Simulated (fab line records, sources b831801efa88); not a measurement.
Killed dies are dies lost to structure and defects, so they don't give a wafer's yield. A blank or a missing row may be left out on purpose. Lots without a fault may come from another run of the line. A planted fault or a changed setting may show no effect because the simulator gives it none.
fab line records | flow sky130
record lots=5 wafers=15 last_day=50
route steps=708 shown NWELL@61 PAD_OPEN@708
lots that met no fault: from a run of the same line without faults
start_h: hours from the record's first day to the start of the lot's first wafer shown | wait_h: hours since the lot's step before | " the same as in the row above | L1.1+2: a row that stands for several wafers | - no value, or no start given | * or withheld: withheld | < > ~ a bound
route shown NAME@n: a module of which the file shows steps, and the number in the route of the first | usual: mean/standard deviation of fault-free wafers | same: alike in all rows | chamber/n: place in a boat | sites: the reading at each site | _std_site: their standard deviation | _edge_site: outer sites' mean less inner sites' | radius_mm: how far each site lies from the wafer's centre | mask NAME#n: copy n | behind: the tool/chamber that last shaped the wafer | hold: why the lot was held/for how many hours/how that ended | device: the transistor (n, p or np) that didn't switch | end of line: the same wafers' tests at the end of the route | a step without rows: its recipe alone | killed: dies lost to structure and defects at the first sort, not the wafer's yield | map: a wafer's dies, x killed, . not, _ none there
set.NAME: the setting as run; set.NAME@STEP: as run at that earlier step | model.NAME: the simulator's own value behind a step, which no gauge read
lots at some steps of the route; a table a step, a row a wafer
services: from which hour (start_h, from the record's first day; less than 0 if before it) a tool's chamber was out of use, for how many hours, and why
## steps
# step SKY_NWELL_PEB_08
# recipe temp_c=115 time_s=withheld
# step SKY_NWELL_DEVELOP_09
# recipe wall_angle_deg=90 developer=TMAH develop_time_s=60 dev_temp_c=23
# step SKY_NWELL_OVL_MEAS_10
# usual NWELL_00_OVL=0.4/1.4
# columns lot.wafer tool chamber start_h wait_h NWELL_00_OVL[nm]
L829.1 overlay-01 - 122.87 - -1.7
L829.3 " - " " -1.0
L829.4 " - " " -0.9
L835.1 overlay-01 - 156.60 - -0.5
L835.2 " - " " -1.1
L835.4 " - " " -0.9
L841.2 overlay-01 - 190.29 - 0.5
L841.3 " - " " 0.7
L841.5 " - " " 0.1
L843.1 overlay-02 - 201.83 - 1.5
L843.3 " - " " 0.8
L843.4 " - " " 2.5
L846.2 overlay-02 - 222.07 - 0.1
L846.3 " - " " 0.6
L846.4 " - " " -1.0
# step SKY_NWELL_IMPLANT_11
# recipe species=P energy_kev=400 dose_cm2=1.9e+13 tilt_deg=withheld
# step SKY_NWELL_IMPLANT_12
# recipe species=P energy_kev=120 dose_cm2=1.3e+12 tilt_deg=withheld
# step SKY_NWELL_IMPLANT_13
# recipe species=P energy_kev=50 dose_cm2=7e+11 tilt_deg=withheld
# step SKY_NWELL_STRIP_14
# recipe chemistry=O2/N2 power_w=1400 pressure_mtorr=1500 platen_temp_c=withheld o2_flow_sccm=3000 n2_flow_sccm=300 overash_fraction=0.5
# usual drypump_motor_current_A=5.54/0.3 oes_product_au=0.722/0.005 strip_time_to_endpoint_s=36.97/0.1
# columns lot.wafer tool chamber start_h wait_h drypump_motor_current_A oes_product_au rf_hours_counter_h strip_time_to_endpoint_s
L829.1 plasma_asher-02 0 123.35 0.1 6.04 0.719 43 37.06
L829.3 " 0 " " 6.02 0.717 - 37.07
L829.4 " 1 " " 5.36 0.718 - 36.97
L835.1 plasma_asher-03 0 157.09 0.1 5.61 0.719 4 37.09
L835.2 " 1 " " 5.67 0.721 4 36.90
L835.4 " 1 " " 5.68 0.723 - 36.92
L841.2 plasma_asher-02 1 190.77 0.1 5.32 0.721 49 36.95
L841.3 " 0 " " 5.99 0.717 - 36.98
L841.5 " 0 " " 6.02 0.717 - 36.99
L843.1 plasma_asher-02 0 202.32 0.1 6.04 0.707 50 36.92
L843.3 " 0 " " 6.03 0.727 - 36.94
L843.4 " 1 " " 5.36 0.717 - 36.93
L846.2 plasma_asher-04 1 222.55 0.1 5.37 0.725 54 36.90
L846.3 " 0 " " 5.10 0.718 - 36.91
L846.4 " 1 " " 5.38 0.717 - 36.98
# step SKY_NWELL_TW_MEAS_15
# usual NWELL_TW=1829/8
# columns lot.wafer tool chamber start_h wait_h NWELL_TW
L829.1 film_metro-04 - 123.45 0.1 1828
L829.3 " - " " 1827
L829.4 " - " " 1833
L835.1 film_metro-01 - 157.19 0.1 1821
L835.2 " - " " 1828
L835.4 " - " " 1830
L841.2 film_metro-01 - 190.88 0.1 1824
L841.3 " - " " 1829
L841.5 " - " " 1831
L843.1 film_metro-02 - 202.42 0.1 1844
L843.3 " - " " 1831
L843.4 " - " " 1836
L846.2 film_metro-01 - 222.66 0.1 1828
L846.3 " - " " 1820
L846.4 " - " " 1807
# step SKY_NWELL_DEHYDRATE_16
# recipe temp_c=200 time_s=60
# step SKY_NWELL_HMDS_17
# recipe prime_time_s=60 prime_temp_c=120
# step SKY_NWELL_COAT_18
# recipe spin_rpm=2000 resist_thk_nm=3000
# step SKY_NWELL_SOFTBAKE_19
# recipe temp_c=110 time_s=withheld
# step SKY_NWELL_EXPOSE_20
# recipe mask_id=NWM_COMPLEMENT na=0.6 source_shape=conventional sigma_outer=0.6 polarization=unpolarized target_cd_nm=840 dose_mj=260
# columns lot.wafer tool chamber start_h wait_h mask
L829.1+3+4 iline_stepper-01 0 132.68 - NWM_COMPLEMENT#0
L835.1+2+4 iline_stepper-02 0 166.45 - NWM_COMPLEMENT_R1#0
L841.2+3+5 iline_stepper-02 0 201.67 - NWM_COMPLEMENT#0
L843.1+3+4 iline_stepper-01 0 212.94 - NWM_COMPLEMENT#0
L846.2+3+4 iline_stepper-01 0 234.01 - NWM_COMPLEMENT#0
# step SKY_NWELL_PEB_21
# recipe temp_c=115 time_s=withheld
# step SKY_PAD_OPEN_PROBE_99
# usual killed_at_M0_to_M3=43/6.9 killed_at_M4_up=3.1/1.8 killed_at_contacts=24/5.1 killed_at_front_end=15/4.8 killed_at_other=0.3/0.48 killed_dies=86/8.9 killed_open=47/6.8 killed_short=39/6.3
# same gross_dies=492 killed_at_back_side=0
# columns lot.wafer tool chamber start_h wait_h killed_at_M0_to_M3 killed_at_M4_up killed_at_contacts killed_at_front_end killed_at_other killed_dies killed_open killed_short model.etest.pfet_16v.r_on_ohm_um model.etest.nfet_16v.r_on_ohm_um model.etest.res_iso_pwell.width_nm model.etest.res_nwell.width_nm model.etest.pfet_16v.drive_ua_um model.etest.nfet_16v.drive_ua_um model.etest.iso_nwell_nwell.leak_log10_a_um
L829.1 prober-02 - 1114.78 0.1 47 3 24 18 0 92 52 39 1.527e+04 1.383e+04 2657 829.4 239.7 224.4 -13.73
L829.3 prober-02 - 1114.88 0.2 56 5 21 13 0 95 55 40 1.506e+04 1.38e+04 2665 827.8 243.4 223.7 -13.96
L829.4 prober-02 - 1114.93 0.2 42 3 23 19 0 87 49 36 1.513e+04 1.371e+04 2650 823.6 244.2 224 -13.96
L835.1 prober-02 - 1148.47 0.1 45 4 36 10 0 95 47 48 1.658e+04 1.336e+04 2459 922.4 217.1 227.2 -12.77
L835.2 prober-02 - 1148.52 0.1 53 2 22 11 0 88 53 35 1.669e+04 1.329e+04 2466 916.3 217.3 224.7 -12.82
L835.4 prober-02 - 1148.62 0.2 32 1 28 12 1 74 42 32 1.635e+04 1.322e+04 2478 924.3 218 226.3 -12.84
L841.2 prober-02 - 1176.32 0.1 42 4 24 12 0 82 41 41 1.558e+04 1.383e+04 2658 830.6 240.6 231.4 -13.81
L841.3 prober-02 - 1176.37 0.2 43 1 30 8 0 82 45 36 1.52e+04 1.384e+04 2653 826.5 244.4 231.9 -13.92
L841.5 prober-02 - 1176.47 0.2 46 3 25 7 1 82 46 35 1.509e+04 1.384e+04 2655 828.8 245.7 228.9 -13.9
L843.1 prober-02 - 1189.02 0.1 47 3 20 18 0 88 42 46 1.553e+04 1.421e+04 2654 843.8 241.6 216.4 -13.58
L843.3 prober-02 - 1189.12 0.2 58 5 24 13 0 100 60 39 1.492e+04 1.427e+04 2655 838.8 246.9 219.3 -13.49
L843.4 prober-02 - 1189.17 0.2 42 1 20 18 0 81 44 37 1.529e+04 1.423e+04 2659 837.8 244.2 221.2 -13.44
L846.2 prober-01 - 1197.95 0.1 49 1 26 18 0 94 44 50 1.485e+04 1.425e+04 2649 842.3 253.7 220.3 -12.81
L846.3 prober-01 - 1198.00 0.2 50 3 18 18 0 89 47 42 1.51e+04 1.429e+04 2657 843.2 249.3 221.3 -12.91
L846.4 prober-01 - 1198.05 0.2 35 5 25 17 0 82 42 39 1.505e+04 1.409e+04 2648 845.6 251.9 223.8 -13.01
# killed by level:class
L829.1 VIA1:geometric_particle:open=14 VIA2:geometric_particle:open=10 LI_CONTACT:geometric_particle:open=7 CONTACT:geometric_particle:open=7 LOCAL_INTERCONNECT:geometric_particle:short=7 FIELD_ISO:geometric_particle:short=6 VIA3:geometric_particle:open=6 VIA1:geometric_particle:short=6
L829.3 VIA1:geometric_particle:open=17 VIA2:geometric_particle:open=10 CONTACT:geometric_particle:open=8 POLY_GATE:geometric_particle:short=6 LI_CONTACT:geometric_particle:open=6 VIA1:geometric_particle:short=6 VIA3:geometric_particle:short=5 VIA2:geometric_particle:short=4
L829.4 VIA1:geometric_particle:open=10 CONTACT:geometric_particle:open=9 VIA2:geometric_particle:open=8 METAL2:geometric_particle:short=6 FIELD_ISO:geometric_particle:short=5 METAL1:geometric_particle:short=5 FIELD_ISO:geometric_particle:open=4 LOCAL_INTERCONNECT:geometric_particle:short=4
L835.1 VIA1:geometric_particle:open=14 LI_CONTACT:geometric_particle:open=12 METAL1:geometric_particle:short=11 CONTACT:geometric_particle:open=10 CONTACT:geometric_particle:short=7 LOCAL_INTERCONNECT:geometric_particle:short=4 METAL2:geometric_particle:short=4 VIA1:geometric_particle:short=4
L835.2 VIA1:geometric_particle:open=14 VIA3:geometric_particle:open=10 LI_CONTACT:geometric_particle:open=7 METAL2:geometric_particle:short=7 CONTACT:geometric_particle:open=7 VIA1:geometric_particle:short=5 METAL1:geometric_particle:short=5 VIA2:geometric_particle:open=5
L835.4 CONTACT:geometric_particle:open=15 VIA3:geometric_particle:open=7 LOCAL_INTERCONNECT:geometric_particle:short=5 METAL2:geometric_particle:short=5 VIA2:geometric_particle:open=5 METAL1:geometric_particle:short=4 FIELD_ISO:geometric_particle:short=3 POLY_GATE:geometric_particle:open=3
L841.2 CONTACT:geometric_particle:open=9 VIA1:geometric_particle:open=7 VIA1:geometric_particle:short=7 VIA2:geometric_particle:open=7 METAL1:geometric_particle:short=6 LI_CONTACT:geometric_particle:open=5 CONTACT:geometric_particle:short=4 VIA3:geometric_particle:short=4
L841.3 VIA1:geometric_particle:open=11 CONTACT:geometric_particle:open=10 CONTACT:geometric_particle:short=7 LI_CONTACT:geometric_particle:open=6 VIA1:geometric_particle:short=6 VIA3:geometric_particle:open=4 LI_CONTACT:geometric_particle:short=4 METAL2:geometric_particle:open=4
L841.5 CONTACT:geometric_particle:open=12 VIA1:geometric_particle:open=9 VIA1:geometric_particle:short=8 VIA2:geometric_particle:open=5 LI_CONTACT:geometric_particle:open=4 METAL3:geometric_particle:short=4 VIA3:geometric_particle:open=4 POLY_GATE:geometric_particle:open=3
L843.1 VIA1:geometric_particle:open=8 CONTACT:geometric_particle:open=8 FIELD_ISO:geometric_particle:short=7 VIA2:geometric_particle:open=6 METAL1:geometric_particle:short=6 VIA3:geometric_particle:open=6 VIA1:geometric_particle:short=5 FIELD_ISO:geometric_particle:open=4
L843.3 VIA1:geometric_particle:open=15 CONTACT:geometric_particle:open=12 METAL1:geometric_particle:short=10 VIA3:geometric_particle:open=6 LI_CONTACT:geometric_particle:open=5 METAL2:geometric_particle:short=5 VIA2:geometric_particle:open=5 FIELD_ISO:geometric_particle:open=4
L843.4 VIA1:geometric_particle:open=11 LOCAL_INTERCONNECT:geometric_particle:short=7 VIA2:geometric_particle:open=7 VIA3:geometric_particle:open=5 LI_CONTACT:geometric_particle:open=5 FIELD_ISO:geometric_particle:short=4 POLY_GATE:geometric_particle:short=4 CONTACT:geometric_particle:open=4
L846.2 METAL2:geometric_particle:short=11 VIA1:geometric_particle:open=8 LOCAL_INTERCONNECT:geometric_particle:short=7 METAL1:geometric_particle:short=6 CONTACT:geometric_particle:open=6 CONTACT:geometric_particle:short=5 VIA2:geometric_particle:open=5 VIA3:geometric_particle:open=5
L846.3 VIA1:geometric_particle:open=10 CONTACT:geometric_particle:open=8 METAL2:geometric_particle:short=8 METAL1:geometric_particle:short=7 METAL3:geometric_particle:short=6 FIELD_ISO:geometric_particle:open=5 VIA3:geometric_particle:open=5 VIA2:geometric_particle:open=5
L846.4 VIA1:geometric_particle:open=9 LI_CONTACT:geometric_particle:open=8 METAL2:geometric_particle:short=7 FIELD_ISO:geometric_particle:short=6 POLY_GATE:geometric_particle:short=6 CONTACT:geometric_particle:open=6 VIA2:geometric_particle:open=6 VIA3:geometric_particle:open=5
## services
# columns tool chamber start_h hours kind
plasma_asher-03 - 108.75 9.0 pm
plasma_asher-03 0 108.75 9.0 vent_cycle
plasma_asher-03 1 108.75 9.0 vent_cycle
iline_stepper-02 0 108.91 - calibration
plasma_asher-04 - 109.11 1.8 repair
iline_stepper-02 - 117.26 1.7 pm
plasma_asher-03 0 117.75 - clean
plasma_asher-03 1 117.75 - clean
plasma_asher-02 - 131.99 4.3 repair
plasma_asher-04 - 178.44 7.0 repair
iline_stepper-01 0 201.52 - calibration
plasma_asher-04 - 206.04 1.6 repair
## key
first_sign step=SKY_NWELL_EXPOSE_20 reading=mask direction=changed
effect none on later readings
model_effect step=SKY_PAD_OPEN_PROBE_99 value=etest.pfet_16v.r_on_ohm_um without=1.522e+04 struck=1.654e+04
met_at SKY_NWELL_EXPOSE_20
struck_wafers L835.1,L835.2,L835.4
tester_left_out L835
fault kind=wrong_mask tool=any chamber=- onset_h=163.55 steps=SKY_NWELL_EXPOSE_20 aux_copy=NWM_COMPLEMENT_R1#0 cd_offset_nm=-168 scope=struck_lots_only
# tester_left_out: of these lots the tester's yield and bins aren't shown, on N5 and GAA mostly nor the transistor test; their killed dies are dies lost to structure and defects alone, not to doping, threshold or leakage, so they don't give the yield
